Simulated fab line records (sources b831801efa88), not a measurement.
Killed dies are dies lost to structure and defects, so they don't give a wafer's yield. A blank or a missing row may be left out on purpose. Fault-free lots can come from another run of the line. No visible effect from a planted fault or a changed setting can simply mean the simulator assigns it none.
The same fault as seen by 2 desks + flow gf180mcu + each desk has only its own numbers; what lay behind them comes last

FROM THE METROLOGY DESK
Means of the sampled wafers that have a number, per lot and without regard to the tool the lot ran on: this is what the gauges read. Marked OUT: a lot whose mean sits more than 4 standard deviations from the usual mean, which makes it out of limits; the brackets give that distance.
Columns: A = cd-nm at GF_CONTACT_CD_MEAS_14, usual 220.4 nm; B = CONTACT_W_RS at GF_CONTACT_RS_MEAS_25, usual 0.383 ohm/sq
| lot  | first seen here | A     | B     |
|------|-----------------|-------|-------|
| L973 | day 15 18:34    | 219.7 | 0.382 |
| L974 | day 16 00:22    | 220.7 | 0.383 |
| L979 | day 18 04:17    | 218.7 | 0.382 |
| L980 | day 18 22:06    | 221.2 | 0.381 |
| L981 | day 19 04:55    | 219.3 | 0.384 |
| L982 | day 20 04:16    | 220.5 | 0.389 |
| L984 | day 20 05:20    | 219.2 | 0.384 |
| L983 | day 20 11:25    | 221.2 | 0.389 |
| L986 | day 21 02:43    | 223.2 | 0.387 |
| L990 | day 22 13:12    | 220.9 | 0.378 |
| L993 | day 23 09:19    | 220.4 | 0.383 |
| L994 | day 23 23:34    | 220.5 | 0.383 |
| L995 | day 24 01:02    | 218.2 | 0.378 |
| L996 | day 24 11:26    | 220.1 | 0.382 |
Finding of this desk: none of the 14 lots has anything out of limits.

THE TOOL OWNER'S DESK: pvd-sputter-02
The tool's own readings at GF_CONTACT_SPUTTER_23 (material TiN, target thk 10 nm, time 40 s): means of the sampled wafers that have a number, for each lot that ran on this tool. Marked OUT: a lot whose mean sits more than 4 standard deviations from the usual mean, which makes it out of limits; the brackets give that distance.
Columns: A = cathode-dc-power-W at GF_CONTACT_SPUTTER_23, usual 4000.0 W; B = throttle-valve-pct at GF_CONTACT_SPUTTER_23, usual 30.3 %
| lot  | first seen here | A                        | B    |
|------|-----------------|--------------------------|------|
| L973 | day 15 19:14    | 4000.4                   | 28.6 |
| L974 | day 16 01:02    | 3999.7                   | 29.6 |
| L980 | day 18 22:47    | 4000.7                   | 29.6 |
| L981 | day 19 05:34    | 4000.0                   | 30.3 |
| L982 | day 20 04:55    | 3999.5                   | 28.7 |
| L984 | day 20 05:57    | 4000.4                   | 30.9 |
| L983 | day 20 12:05    | 3855.0 (-99 or more) OUT | 30.2 |
| L986 | day 21 03:23    | 3855.1 (-99 or more) OUT | 29.1 |
| L996 | day 24 12:05    | 4000.4                   | 28.9 |
This desk finds L983, L986 out of limits, L983 being first, at day 20 12:05 (cathode-dc-power-W at GF_CONTACT_SPUTTER_23). L973, L974, L980, L981, L982, L984, L996: within limits.

PUT TOGETHER
The tool owner's desk had the chance to raise an alarm at day 20 12:05 on L983, L986.
At the metrology desk, nothing out of limits was observed.
The metrology desk holds a record of L983, L986, inside its limits.
On pvd-sputter-02, each named lot ran GF_CONTACT_SPUTTER_23.

WHAT HAD BEEN PUT IN BY THE SIMULATOR
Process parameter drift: pvd-sputter-02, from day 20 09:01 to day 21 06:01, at GF_CONTACT_SPUTTER_23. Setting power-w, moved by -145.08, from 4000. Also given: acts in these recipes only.
Shown lots that were struck: L983, L986.
Each desk's first reading out of limits, in hours after the fault started: the tool owner's desk, 3.
